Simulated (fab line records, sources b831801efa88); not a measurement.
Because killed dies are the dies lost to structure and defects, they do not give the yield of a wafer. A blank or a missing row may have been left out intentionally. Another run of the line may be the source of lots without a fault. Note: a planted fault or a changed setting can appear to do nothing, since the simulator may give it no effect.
A struck lot beside a sound one | flow sky130 | 16 out of 708 route steps
Sound: the wafers L294.3, L294.5, L294.6. Struck: wafers L308.5, L308.6. (L308.4 of the same lot was not struck and is left out.) The cause comes at the end.
At each step with rows: each side's tool, then ch and its chambers, then its first start. Under that, the readings that differ: sound wafers | struck wafers | difference of the means | sigmas: that difference in standard deviations of wafers without a fault.
alike: readings with means less than 2 such deviations apart, plus words and numbers identical on both sides. not compared: withheld readings, readings lacking a value on some wafer, bounds such as >300 that could conceal the same value, and numbers that have no deviation in the record and whose values overlap.
The two part at a step that has a row with sigmas, a row that says differs or no value, or rows on one side only. Numbers that don't overlap but have no deviation are shown without sigmas and don't part them. A reading that every wafer of one side lacks parts them only if that side has two wafers or more.

SKY_SD_N_OVL_MEAS_08:
  sound on overlay-02 at day 28 20:07; struck on overlay-02 at day 33 12:34
  alike: SD_N_OVL
then, 2 steps without rows for these wafers: SKY_SD_N_IMPLANT_09; SKY_SD_N_IMPLANT_10.
SKY_SD_N_STRIP_11: strips in O2/N2.
  sound on plasmaAsher-03 ch 0,1, day 28 20:28; struck on plasmaAsher-03 ch 0,1, day 33 12:55
  alike: drypumpMotorCurrentA, oesProductAu, stripTimeToEndpointS
  not compared: rfHoursCounterH
SKY_SD_N_TW_MEAS_12:
  sound on filmMetro-04 at day 28 20:33; struck on filmMetro-02 at day 33 13:01
  alike: SD_N_TW
then, 1 step without rows for these wafers: SKY_SD_N_CLEAN_13 (cleans in SC1/SC2, time 150 s).
SKY_SD_N_RTA_14: time 2 s.
  sound on rtpAnneal-01 ch 0, day 28 20:40; struck on rtpAnneal-01 ch 0, day 33 13:08
  alike: annealTempCMax, lampPowerPct, wafer_temp_C_max
SKY_SD_N_RS_MEAS_16: a four-point-probe measurement.
  sound on filmMetro-01 at day 28 20:52; struck on filmMetro-04 at day 33 13:21
  alike: SD_N_RS
SKY_SD_N_RS_MEAS_17: a four-point-probe measurement.
  sound on filmMetro-01 at day 28 20:59; struck on filmMetro-04 at day 33 13:28
reading          | sound             | struck      | difference | sigmas
SD_P_RS (ohm/sq) | 145.8 146.2 146.3 | 147.8 147.4 | +1.5       | +3
SKY_SD_N_RS_MEAS_18: a four-point-probe measurement.
  sound on filmMetro-01 at day 28 21:06; struck on filmMetro-04 at day 33 13:35
  alike: RES_XHIGH_RS
then, 1 step without rows for these wafers: SKY_SALICIDE_CLEAN_00 (cleans in HF-last, time 30 s).
SKY_LI_CONTACT_HDPCVD_00: deposits PSG, target thk 930 nm, time 155 s.
  sound on hdpcvd-02 ch 0,1,2, day 28 21:12; struck on hdpcvd-02 ch 1,2, day 33 13:43
reading                                      | sound             | struck    | difference | sigmas
model.PSG_of_LI_CONTACT_HDPCVD_00.thkNm (nm) | 941.5 939.8 941.9 | 1418 1410 | +473       | 
SKY_LI_CONTACT_THK_MEAS_01:
  sound on filmMetro-01 at day 28 21:19; struck on filmMetro-02 at day 33 13:48
reading                    | sound       | struck    | difference | sigmas
LI_CONTACT_HDPCVD_THK (nm) | 942 940 942 | 1417 1411 | +473       | +39
SKY_LI_CONTACT_CMP_02: polishes PSG.
  sound on cmp-02 ch 0,1,3, day 28 21:28; struck on cmp-02 ch 0,1, day 33 13:59
reading             | sound    | struck | difference | sigmas
timeToEndpointS (s) | 31 35 34 | 75 73  | +41        | +13
  alike: motorCurrentA
SKY_LI_CONTACT_BOW_MEAS_03:
  sound on filmMetro-04 at day 28 21:42; struck on filmMetro-01 at day 33 14:11
  alike: LI_CONTACT_BOW
-- the record jumps here: 16 days lie between the struck wafers' starts before and after (it left off in module LI_CONTACT and takes up again in module PAD_OPEN, whose first step shown is number 708 of the route) --
SKY_PAD_OPEN_PROBE_99:
  sound on prober-01 at day 46 07:58; struck on prober-01 at day 49 17:53
reading         | sound | struck | difference | sigmas
killed_at_M4_up | 6 2 7 | 1 0    | -4         | -2
killedAtOther   | 2 3 2 | 1 1    | -1         | -2
  alike: killed_at_M0_to_M3, killedAtContacts, killedAtFrontEnd, killedDies, killedOpen, killedShort

WHERE THEY PART
First at SKY_SD_N_RS_MEAS_17; last, within this record, at SKY_PAD_OPEN_PROBE_99.

WHY: the cause the simulator had injected
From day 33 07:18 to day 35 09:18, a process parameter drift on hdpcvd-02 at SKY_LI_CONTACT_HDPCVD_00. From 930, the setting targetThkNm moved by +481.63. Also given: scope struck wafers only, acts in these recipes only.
